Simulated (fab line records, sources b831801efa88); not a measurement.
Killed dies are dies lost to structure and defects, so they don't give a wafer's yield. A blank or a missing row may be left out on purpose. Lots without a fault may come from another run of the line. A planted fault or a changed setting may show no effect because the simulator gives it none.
A struck lot beside a sound one | flow sky130 | 17 steps out of a route of 708
Sound: wafers L954.1, L954.3, L954.6. Struck: wafers L963.1, L963.2, L963.4. The cause comes at the end.
At each step with rows: each side's tool, then ch and its chambers, then its first start. Under that, the readings that differ: sound wafers | struck wafers | difference of the means | sigmas: that difference in standard deviations of wafers without a fault.
alike: readings whose means differ by less than 2 such deviations, and words and numbers that are the same on both sides. not compared: withheld readings, readings that some wafer has no value for, bounds like >300 that may hide the same value, and numbers for which the record gives no deviation and whose values overlap.
The two part at a step that has a row with sigmas, a row that says differs or no value, or rows on one side only. Numbers that don't overlap but have no deviation are shown without sigmas and don't part them. A reading that every wafer of one side lacks parts them only if that side has two wafers or more.

SKY_VT_ADJUST_LVTN_OVL_MEAS_07:
  sound on overlay-01, day 7 00:36; struck on overlay-01, day 9 21:44
  alike: VT_ADJUST_LVTN_OVL
then, 1 step without rows for these wafers: SKY_VT_ADJUST_LVTN_IMPLANT_08.
SKY_VT_ADJUST_LVTN_STRIP_09: strips in O2/N2.
  sound on plasma_asher-01 ch 0,1, day 7 00:47; struck on plasma_asher-01 ch 0,1, day 9 21:55
  reading                      | sound             | struck            | difference | sigmas
  strip_time_to_endpoint_s (s) | 36.96 37.05 36.99 | 36.70 36.74 36.69 | -0.29      | -3
  alike: chamber_pressure_mTorr, drypump_motor_current_A, oes_product_au
  not compared: rf_hours_counter_h
SKY_VT_ADJUST_LVTN_TW_MEAS_10:
  sound on film_metro-01, day 7 00:53; struck on film_metro-01, day 9 22:01
  alike: VT_ADJUST_LVTN_TW
then, 7 steps without rows for these wafers: SKY_VT_ADJUST_LVTN_DEHYDRATE_11 (time 60 s); SKY_VT_ADJUST_LVTN_HMDS_12 (prime time 60 s); SKY_VT_ADJUST_LVTN_COAT_13 (resist thk 1140 nm); SKY_VT_ADJUST_LVTN_SOFTBAKE_14 (time 60 s); SKY_VT_ADJUST_LVTN_EXPOSE_15 (exposes mask HVN STD DERIVED, target cd 600 nm); SKY_VT_ADJUST_LVTN_PEB_16; SKY_VT_ADJUST_LVTN_DEVELOP_17 (develop time 60 s).
SKY_VT_ADJUST_LVTN_OVL_MEAS_18:
  sound on overlay-02, day 7 20:24; struck on overlay-02, day 10 19:59
  alike: VT_ADJUST_LVTN_01_OVL
SKY_VT_ADJUST_LVTN_IMPLANT_19:
  sound on implanter-04 ch 0, day 7 20:26; struck on implanter-02 ch 0, day 10 20:01
  reading            | sound                         | struck                        | difference | sigmas
  dose_ions_cm2      | 6.499e+11 6.501e+11 6.502e+11 | 9.476e+11 9.486e+11 9.477e+11 | +2.979e+11 | +99 or more
  faraday_current_uA | 3.81 3.67 3.74                | 5.24 5.64 5.18                | +1.61      | +22
SKY_VT_ADJUST_LVTN_STRIP_20: strips in O2/N2.
  sound on plasma_asher-02 ch 0,1, day 7 20:35; struck on plasma_asher-02 ch 0,1, day 10 20:10
  alike: chamber_pressure_mTorr, drypump_motor_current_A, oes_product_au, strip_time_to_endpoint_s
  not compared: rf_hours_counter_h
SKY_VT_ADJUST_LVTN_TW_MEAS_21:
  sound on film_metro-01, day 7 20:41; struck on film_metro-01, day 10 20:16
  reading             | sound             | struck            | difference | sigmas
  VT_ADJUST_LVTN_2_TW | 186.7 187.1 188.5 | 209.7 209.4 209.5 | +22.1      | +12
then, 1 step without rows for these wafers: SKY_VT_ADJUST_NCORE_DEHYDRATE_00 (time 60 s).
-- the record jumps here: 38 days lie between the struck wafers' starts before and after (it left off in module VT_ADJUST_NCORE and takes up again in module PAD_OPEN, whose first step shown is number 708 of the route) --
SKY_PAD_OPEN_PROBE_99:
  sound on prober-01, day 45 19:42; struck on prober-01, day 48 13:02
  reading                                    | sound                | struck               | difference | sigmas
  model.etest.res_pwell_under_gate.rs_ohm_sq | 2257 2252 2256       | 2231 2225 2220       | -30        |
  model.etest.tip_n_5v.rs_ohm_sq             | 1361 1365 1359       | 1414 1409 1414       | +51        |
  model.etest.nfet_g5v0d10v5.body_rise_v (V) | 0.6561 0.6584 0.6478 | 0.7107 0.7197 0.7053 | +0.0578    |
  model.etest.nfet_16v.body_rise_v (V)       | 0.6509 0.6518 0.643  | 0.7033 0.7137 0.7024 | +0.0579    |
  model.etest.nfet_g5v0d10v5.vt_sat_v (V)    | 0.7583 0.7593 0.7577 | 0.7984 0.807 0.7843  | +0.0381    |
  model.etest.nfet_g5v0d10v5.vt_v (V)        | 0.8151 0.8179 0.8142 | 0.8499 0.8614 0.8359 | +0.0333    |
  model.etest.nfet_16v.vt_v (V)              | 0.7592 0.7575 0.7561 | 0.7918 0.7989 0.7804 | +0.0328    |
  model.etest.nfet_g5v0d10v5.vt_long_v (V)   | 0.8052 0.8056 0.7953 | 0.8379 0.841 0.8234  | +0.0321    |
  alike: killed_at_M0_to_M3, killed_at_M4_up, killed_at_contacts, killed_at_front_end, killed_at_other, killed_dies, killed_on_rim, killed_open, killed_short

WHERE THEY PART
First at SKY_VT_ADJUST_LVTN_STRIP_09; last, within this record, at SKY_VT_ADJUST_LVTN_TW_MEAS_21. Later steps at which nothing parts them and some readings are alike: SKY_PAD_OPEN_PROBE_99.

WHY: what the simulator had put in
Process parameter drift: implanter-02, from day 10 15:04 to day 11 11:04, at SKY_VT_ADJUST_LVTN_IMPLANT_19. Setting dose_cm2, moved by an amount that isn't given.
